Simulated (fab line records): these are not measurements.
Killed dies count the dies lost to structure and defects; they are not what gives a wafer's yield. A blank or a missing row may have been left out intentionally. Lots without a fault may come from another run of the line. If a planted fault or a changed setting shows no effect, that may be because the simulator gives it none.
Chamber matching | flow gf180mcu | GF_CONTACT_CMP_27 on cmp-01 has 4 sister chambers
The step polishes, stops on SiO2, t overpolish 15 s, target thk 0 nm. 8 wafers are shown with their chamber, then 7 later ones without.

## WAFERS WITH THEIR CHAMBER
wafer  | chamber | motorCurrentA (A) | headPressurePsi (psi)
L142.1 | 1       | 11.2              | 3.495
L142.5 | 3       | 13.2              | 3.498
L142.6 | 2       | 11.1              | 3.503
L143.1 | 0       | 9.9               | 3.501
L143.2 | 3       | 13.3              | 3.517
L143.5 | 1       | 10.2              | 3.504
L144.3 | 2       | 11.2              | 3.503
L144.4 | 0       | 9.8               | 3.493

## WAFERS WITHOUT THEIR CHAMBER
wafer  | motorCurrentA (A) | headPressurePsi (psi)
L144.5 | 9.1               | 3.489
L146.3 | 13.5              | 3.510
L146.5 | 9.5               | 3.498
L146.6 | 10.8              | 3.505
L147.2 | 9.3               | 3.487
L147.5 | 9.5               | 3.490
L147.6 | 10.4              | 3.493

## WHICH CHAMBER EACH WENT THROUGH
wafer  | from the rows above          | in truth
L144.5 | 0                            | 0
L146.3 | 3                            | 3
L146.5 | 0                            | 0
L146.6 | can't be placed: 1 or 2      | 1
L147.2 | 0                            | 0
L147.5 | 0                            | 0
L147.6 | can't be placed: 1 or 0 or 2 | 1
Correctly placed: 5 of 7. Cannot be placed on the basis of these rows: 2; the candidates contain the true chamber in 2. Placed wrongly: 0.
How it was worked out, from the rows above alone: a wafer's distance from a chamber is the root of the sum, over the readings, of the square of ((its reading less the chamber's mean) divided by the reading's scatter). If the next closest chamber is less than 2 further off than the closest, the wafer can't be placed; otherwise it belongs to the closest. A chamber's mean is the mean of its shown wafers. The scatter is the square root of a quotient: the sum, over the shown wafers, of each reading's squared deviation from its chamber's mean, divided by wafers minus chambers.
